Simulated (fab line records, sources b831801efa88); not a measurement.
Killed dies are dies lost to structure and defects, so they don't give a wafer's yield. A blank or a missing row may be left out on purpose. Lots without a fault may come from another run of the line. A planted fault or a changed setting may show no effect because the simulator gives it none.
Which tool did it? | flow gf180mcu | 12 lots, 36 wafers sampled, at 2 steps of a route of 602

WHAT THE GAUGES READ, wafer by wafer
GF_V1_OVL_MEAS_15.
lot  | measured     | on         | V1_OVL (nm)
L075 | day 18 06:02 | overlay-02 | -6 -18 5
L077 | day 19 10:59 | overlay-01 | -3 1 4
L079 | day 20 05:18 | overlay-01 | -2 -6 -6
L081 | day 20 13:34 | overlay-02 | -7 5 -8
L083 | day 21 12:18 | overlay-01 | -4 -1 4
L085 | day 22 05:35 | overlay-01 | -16 -6 -20
L087 | day 23 03:25 | overlay-01 | -2 -6 3
L089 | day 24 00:35 | overlay-01 | 6 -8 5
L091 | day 24 13:49 | overlay-02 | -7 -4 0
L093 | day 25 01:20 | overlay-02 | 8 6 3
L095 | day 25 16:42 | overlay-01 | 6 4 2
L097 | day 26 05:12 | overlay-02 | -11 -5 1

WHICH TOOL RAN EACH LOT (tool, then ch and the chambers of the sampled wafers, then the start)
lot  | GF_SALICIDE_SPUTTER_03
L075 | pvd_sputter-01, day 15 06:45
L077 | pvd_sputter-02, day 16 07:50
L079 | pvd_sputter-03, day 17 01:03
L081 | pvd_sputter-03, day 17 09:18
L083 | pvd_sputter-02, day 18 07:20
L085 | pvd_sputter-03, day 19 00:48
L087 | pvd_sputter-01, day 20 00:53
L089 | pvd_sputter-02, day 20 23:37
L091 | pvd_sputter-03, day 21 13:07
L093 | pvd_sputter-02, day 22 01:19
L095 | pvd_sputter-03, day 22 16:47
L097 | pvd_sputter-01, day 23 06:50
- GF_SALICIDE_SPUTTER_03: material TiN, target thk 20 nm, time 16.7 s.

THE ANSWER, worked out from the rows above alone
Rule: what is usual is taken from the lots themselves. Put in order of their means at a reading, lots are off if they are a third of the lots or fewer, leave a main group of 4 or more, and stand apart from it by a gap of 3 or more times the standard deviation of the main group's means; of several such gaps the widest counts. A main group whose means are all the same, to the digits that the tables above print for the reading, isn't used. A lot without any number at a reading at which 4 lots or more have one is off too. The other lots that the step has rows for count as sound.
No lot is off at any reading shown: from this, nothing can be told.

WHAT THE SIMULATOR HAD PUT IN
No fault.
